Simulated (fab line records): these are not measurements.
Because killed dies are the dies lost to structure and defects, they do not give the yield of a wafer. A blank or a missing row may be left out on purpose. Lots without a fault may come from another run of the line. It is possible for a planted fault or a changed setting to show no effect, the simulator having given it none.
fab line records -- flow sky130
record: lots: 7, wafers: 21, lastDay: 50
route steps=708 shown NWELL@77 PWDE@84 VT_ADJUST_HVTP@85
lots untouched by any fault: they come from a run of this same line in which no faults occurred
startH: start of the lot's first displayed wafer, in hours after the record's first day -- waitH: how many hours have passed since the lot's step before this one -- " repeats the value in the row above -- L1.1+2: one row covering several wafers at once -- - no value present, or no start provided -- * or withheld: withheld -- < > ~ a bound
route shown NAME@n: a module of which the file shows steps, and the number in the route of the first -- usual: mean and standard deviation over wafers with no fault -- same: alike in all rows -- chamber/n: place in a boat -- sites: the reading at each site -- _std_site: the values' standard deviation -- _edge_site: the outer-site mean with the inner-site mean subtracted -- radiusMm: how far each site lies from the wafer's centre -- mask NAME#n: copy n -- behind: tool/chamber where the wafer was last shaped -- hold: cause of the lot's hold/its duration in hours/its outcome -- device: the n, p or np transistor that did not switch -- end of line: the tests these same wafers got at the end of their route -- step lacking rows: just its recipe -- killed: the dies lost at the first sort to structure and to defects; this is not the yield of the wafer -- map: the dies of a wafer, with x for killed, . for not killed, _ for no die there
set.NAME: the setting the step ran with; set.NAME@STEP: the setting that earlier step ran with -- model.NAME: the simulator's own value behind a step, which no gauge read
lots at selected steps of the route; one table per step, one row per wafer
services: when a tool's chamber went out of use (startH, in hours from the record's first day, below 0 if earlier), for how many hours, and the reason
== steps ==
step: SKY_NWELL_IMPLANT_24
recipe: species: B, energyKev: 140, doseCm2: 9.2e+12, tiltDeg: withheld
step: SKY_NWELL_STRIP_25
recipe: chemistry: O2/N2, powerW: 1400, pressureMtorr: 1500, platenTempC: withheld, o2FlowSccm: 3000, n2FlowSccm: 300, overashFraction: 0.5
usual: drypumpMotorCurrentA: 5.8/0.47, oesProductAu: 0.722/0.0043, stripTimeToEndpointS: 36.85/0.096
lot.wafer,tool,chamber,startH,waitH,drypumpMotorCurrentA,oesProductAu,rfHoursCounterH,stripTimeToEndpointS
L502.1,plasmaAsher-02,1,141.61,0.1,6.0,0.719,46,36.97
L502.2,plasmaAsher-02,0,141.61,0.1,5.2,0.720,46,36.92
L502.3,plasmaAsher-02,1,141.61,0.1,6.0,0.715,-,36.84
L507.2,plasmaAsher-04,0,180.39,0.1,6.1,0.722,49,36.66
L507.3,plasmaAsher-04,1,180.39,0.1,5.4,0.721,-,36.69
L507.6,plasmaAsher-04,0,180.39,0.1,6.1,0.719,-,36.63
L512.2,plasmaAsher-02,0,207.87,0.1,5.2,0.731,53,36.76
L512.3,plasmaAsher-02,1,207.87,0.1,6.0,0.732,-,36.70
L512.5,plasmaAsher-02,1,207.87,0.1,6.0,0.721,-,36.70
L514.1,plasmaAsher-04,1,216.24,0.1,5.4,0.720,53,37.01
L514.2,plasmaAsher-04,0,216.24,0.1,6.1,0.721,53,37.03
L514.5,plasmaAsher-04,1,216.24,0.1,5.4,0.724,-,36.94
L513.1,plasmaAsher-04,0,216.81,0.1,6.1,0.719,53,36.83
L513.3,plasmaAsher-04,1,216.81,0.1,5.4,0.726,-,36.97
L513.6,plasmaAsher-04,0,216.81,0.1,6.1,0.726,-,37.01
L516.3,plasmaAsher-04,0,234.62,0.1,6.1,0.729,-,36.79
L516.5,plasmaAsher-04,1,234.62,0.1,5.4,0.721,-,36.85
L516.6,plasmaAsher-04,0,234.62,0.1,6.1,0.719,-,36.91
L518.2,plasmaAsher-02,1,241.02,0.1,6.0,0.719,56,36.79
L518.3,plasmaAsher-02,1,241.02,0.1,6.0,0.727,-,36.93
L518.5,plasmaAsher-02,1,241.02,0.1,6.0,0.718,-,36.83
step: SKY_NWELL_TW_MEAS_26
usual: NWELL_2_TW: 494/3.8
lot.wafer,tool,chamber,startH,waitH,NWELL_2_TW
L502.1,filmMetro-03,-,141.71,0.1,494
L502.2,filmMetro-03,-,141.71,0.1,495
L502.3,filmMetro-03,-,141.71,0.1,496
L507.2,filmMetro-02,-,180.50,0.1,491
L507.3,filmMetro-02,-,180.50,0.1,493
L507.6,filmMetro-02,-,180.50,0.1,491
L512.2,filmMetro-03,-,207.98,0.1,490
L512.3,filmMetro-03,-,207.98,0.1,493
L512.5,filmMetro-03,-,207.98,0.1,492
L514.1,filmMetro-02,-,216.34,0.1,491
L514.2,filmMetro-02,-,216.34,0.1,489
L514.5,filmMetro-02,-,216.34,0.1,490
L513.1,filmMetro-04,-,216.91,0.1,496
L513.3,filmMetro-04,-,216.91,0.1,495
L513.6,filmMetro-04,-,216.91,0.1,494
L516.3,filmMetro-03,-,234.71,0.1,493
L516.5,filmMetro-03,-,234.71,0.1,494
L516.6,filmMetro-03,-,234.71,0.1,494
L518.2,filmMetro-04,-,241.13,0.1,502
L518.3,filmMetro-04,-,241.13,0.1,498
L518.5,filmMetro-04,-,241.13,0.1,502
step: SKY_NWELL_CLEAN_27
recipe: chemistry: SC1/SC2, mix: 1:4:20, tempC: 70, timeS: 150, dry: n2Spin
step: SKY_NWELL_RTA_28
recipe: tempC: 1050, timeS: 30, idleTempC: 650, rampUpCPerS: 150, rampDownCPerS: 90, ambient: N2
usual: chamberO2Ppm: 2.001/0.019, lampPowerPct: 25.31/0.058, wafer_temp_C_max: 1054.8/0.93
lot.wafer,tool,chamber,startH,waitH,chamberO2Ppm,lampPowerPct,wafer_temp_C_max
L502.1,rtpAnneal-01,0,141.82,0.0,1.989,25.39,1055.0
L502.2,rtpAnneal-01,0,141.82,0.0,2.003,25.41,1054.2
L502.3,rtpAnneal-01,0,141.82,0.0,2.008,25.26,1053.0
L507.2,rtpAnneal-02,0,180.61,0.0,2.020,25.42,1054.4
L507.3,rtpAnneal-02,0,180.61,0.0,2.012,25.38,1055.2
L507.6,rtpAnneal-02,0,180.61,0.0,2.040,25.38,1054.4
L512.2,rtpAnneal-01,0,208.10,0.0,1.994,25.31,1054.6
L512.3,rtpAnneal-01,0,208.10,0.0,2.008,25.29,1055.4
L512.5,rtpAnneal-01,0,208.10,0.0,1.992,25.37,1055.1
L514.1,rtpAnneal-01,0,216.45,0.0,1.956,25.37,1053.4
L514.2,rtpAnneal-01,0,216.45,0.0,1.999,25.28,1054.0
L514.5,rtpAnneal-01,0,216.45,0.0,1.961,25.35,1055.6
L513.1,rtpAnneal-02,0,217.02,0.0,1.992,25.31,1054.8
L513.3,rtpAnneal-02,0,217.02,0.0,2.018,25.34,1054.7
L513.6,rtpAnneal-02,0,217.02,0.0,1.981,25.35,1054.7
L516.3,rtpAnneal-01,0,234.86,0.1,2.007,25.20,1054.3
L516.5,rtpAnneal-01,0,234.86,0.1,2.005,25.28,1054.0
L516.6,rtpAnneal-01,0,234.86,0.1,2.007,25.30,1054.6
L518.2,rtpAnneal-02,0,241.25,0.0,1.995,25.27,1056.8
L518.3,rtpAnneal-02,0,241.25,0.0,1.983,25.32,1053.9
L518.5,rtpAnneal-02,0,241.25,0.0,2.012,25.26,1055.4
step: SKY_NWELL_RS_MEAS_29
recipe: thkMeasGauge: four-point-probe
usual: NWELL_RS: 625.5/1.4
lot.wafer,tool,chamber,startH,waitH,NWELL_RS[ohm/sq]
L502.1,filmMetro-04,-,141.92,0.1,624.9
L502.2,filmMetro-04,-,141.92,0.1,625.2
L502.3,filmMetro-04,-,141.92,0.1,624.8
L507.2,filmMetro-03,-,180.72,0.1,628.8
L507.3,filmMetro-03,-,180.72,0.1,626.8
L507.6,filmMetro-03,-,180.72,0.1,625.3
L512.2,filmMetro-03,-,208.20,0.1,624.9
L512.3,filmMetro-03,-,208.20,0.1,625.2
L512.5,filmMetro-03,-,208.20,0.1,623.5
L514.1,filmMetro-03,-,216.55,0.1,623.8
L514.2,filmMetro-03,-,216.55,0.1,627.7
L514.5,filmMetro-03,-,216.55,0.1,624.3
L513.1,filmMetro-03,-,217.12,0.1,627.4
L513.3,filmMetro-03,-,217.12,0.1,626.8
L513.6,filmMetro-03,-,217.12,0.1,626.2
L516.3,filmMetro-04,-,235.04,0.1,625.8
L516.5,filmMetro-04,-,235.04,0.1,625.1
L516.6,filmMetro-04,-,235.04,0.1,626.7
L518.2,filmMetro-03,-,241.35,0.1,625.1
L518.3,filmMetro-03,-,241.35,0.1,624.0
L518.5,filmMetro-03,-,241.35,0.1,624.0
step: SKY_NWELL_RS_MEAS_31
recipe: thkMeasGauge: four-point-probe
usual: PWDE_RS: 5283/17
lot.wafer,tool,chamber,startH,waitH,PWDE_RS[ohm/sq]
L502.1,filmMetro-04,-,142.16,0.1,5298
L502.2,filmMetro-04,-,142.16,0.1,5269
L502.3,filmMetro-04,-,142.16,0.1,5278
L507.2,filmMetro-03,-,180.96,0.1,5283
L507.3,filmMetro-03,-,180.96,0.1,5314
L507.6,filmMetro-03,-,180.96,0.1,5294
L512.2,filmMetro-03,-,208.44,0.1,5304
L512.3,filmMetro-03,-,208.44,0.1,5305
L512.5,filmMetro-03,-,208.44,0.1,5303
L514.1,filmMetro-03,-,216.79,0.1,5276
L514.2,filmMetro-03,-,216.79,0.1,5291
L514.5,filmMetro-03,-,216.79,0.1,5281
L513.1,filmMetro-03,-,217.36,0.1,5281
L513.3,filmMetro-03,-,217.36,0.1,5273
L513.6,filmMetro-03,-,217.36,0.1,5305
L516.3,filmMetro-04,-,235.28,0.1,5243
L516.5,filmMetro-04,-,235.28,0.1,5235
L516.6,filmMetro-04,-,235.28,0.1,5250
L518.2,filmMetro-03,-,241.59,0.1,5283
L518.3,filmMetro-03,-,241.59,0.1,5291
L518.5,filmMetro-03,-,241.59,0.1,5282
step: SKY_VT_ADJUST_HVTP_DEHYDRATE_00
recipe: tempC: 200, timeS: 60
step: SKY_VT_ADJUST_HVTP_HMDS_01
recipe: primeTimeS: 60, primeTempC: 120
step: SKY_VT_ADJUST_HVTP_COAT_02
recipe: resist: NOVOLAK, spinRpm: 3000, resistThkNm: 1140
step: SKY_VT_ADJUST_HVTP_SOFTBAKE_03
recipe: tempC: 90, timeS: 60, resist: NOVOLAK
step: SKY_VT_ADJUST_HVTP_EXPOSE_04
recipe: maskId: HVTPM, na: 0.6, sourceShape: conventional, sigmaOuter: 0.6, polarization: unpolarized, targetCdNm: 380, doseMj: 140
usual: exposureDoseMJCm2: 140.01/0.11, focusOffsetNm: 0.0/0.51, reticleTempC: 23.00/0.099, sigmaOuter: 0.6/0
lot.wafer,tool,chamber,startH,waitH,mask,exposureDoseMJCm2,focusOffsetNm,reticleTempC,sigmaOuter
L502.1,ilineStepper-01,0,150.63,-,HVTPM#0,140.07,1.2,23.05,0.6
L502.2,ilineStepper-01,0,150.63,-,HVTPM#0,140.06,1.0,22.98,0.6
L502.3,ilineStepper-01,0,150.63,-,HVTPM#0,140.05,0.3,22.77,0.6
L507.2,ilineStepper-01,0,192.12,-,HVTPM#0,139.99,-0.2,22.97,0.6
L507.3,ilineStepper-01,0,192.12,-,HVTPM#0,140.09,-0.3,22.98,0.6
L507.6,ilineStepper-01,0,192.12,-,HVTPM#0,140.02,-0.7,23.08,0.6
L512.2,ilineStepper-01,-,219.52,-,HVTPM#0,-,-,-,-
L512.3,ilineStepper-01,-,219.52,-,HVTPM#0,-,-,-,-
L512.5,ilineStepper-01,-,219.52,-,HVTPM#0,-,-,-,-
L514.1,ilineStepper-02,-,228.05,-,HVTPM#0,-,-,-,-
L514.2,ilineStepper-02,-,228.05,-,HVTPM#0,-,-,-,-
L514.5,ilineStepper-02,-,228.05,-,HVTPM#0,-,-,-,-
L513.1,ilineStepper-02,-,228.33,-,HVTPM#0,-,-,-,-
L513.3,ilineStepper-02,-,228.33,-,HVTPM#0,-,-,-,-
L513.6,ilineStepper-02,-,228.33,-,HVTPM#0,-,-,-,-
L516.3,ilineStepper-02,0,247.09,-,HVTPM#0,140.11,0.9,23.04,0.6
L516.5,ilineStepper-02,0,247.09,-,HVTPM#0,140.00,-0.1,23.00,0.6
L516.6,ilineStepper-02,0,247.09,-,HVTPM#0,140.26,0.1,23.03,0.6
L518.2,ilineStepper-02,0,253.40,-,HVTPM#0,139.74,0.4,22.88,0.6
L518.3,ilineStepper-02,0,253.40,-,HVTPM#0,139.85,-0.5,23.04,0.6
L518.5,ilineStepper-02,0,253.40,-,HVTPM#0,139.93,-0.5,23.04,0.6
step: SKY_VT_ADJUST_HVTP_PEB_05
recipe: tempC: withheld, timeS: *, resist: NOVOLAK
== services ==
tool,chamber,startH,hours,kind
ilineStepper-01,-,125.23,1.7,pm
plasmaAsher-02,-,165.84,2.0,repair
plasmaAsher-02,-,170.75,2.8,pm
ilineStepper-02,-,181.21,1.7,pm
plasmaAsher-04,-,196.77,1.2,repair
ilineStepper-01,-,235.22,4.4,pm
ilineStepper-01,-,245.77,2.1,pm
ilineStepper-01,-,247.85,-,consumableReplace:lamp
== key ==
firstSign: step: SKY_VT_ADJUST_HVTP_EXPOSE_04, reading: toolRecord, direction: missing
effect none on later readings
metAt SKY_VT_ADJUST_HVTP_EXPOSE_04
struckWafers L512.2,L512.3,L512.5,L513.1,L513.3,L513.6,L514.1,L514.2,L514.5
sortLeftOut L512.2,L512.3,L512.5,L513.1,L513.3,L513.6,L514.1,L514.2,L514.5
testerLeftOut L512,L513,L514
onsetBetween 192.12 219.52
fault: kind: skippedStepWhole, tool: ilineStepper-01,ilineStepper-02, chamber: -, onsetH: 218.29, steps: SKY_VT_ADJUST_HVTP_EXPOSE_04, scope: struckLotsOnly
testerLeftOut: of these lots the tester's yield and bins aren't shown, on N5 and GAA mostly nor the transistor test; their killed dies are dies lost to structure and defects alone, not to doping, threshold or leakage, so they don't give the yield
sortLeftOut: the simulated sort isn't trusted on such a fault, so these wafers' sort isn't shown, and their yield isn't known
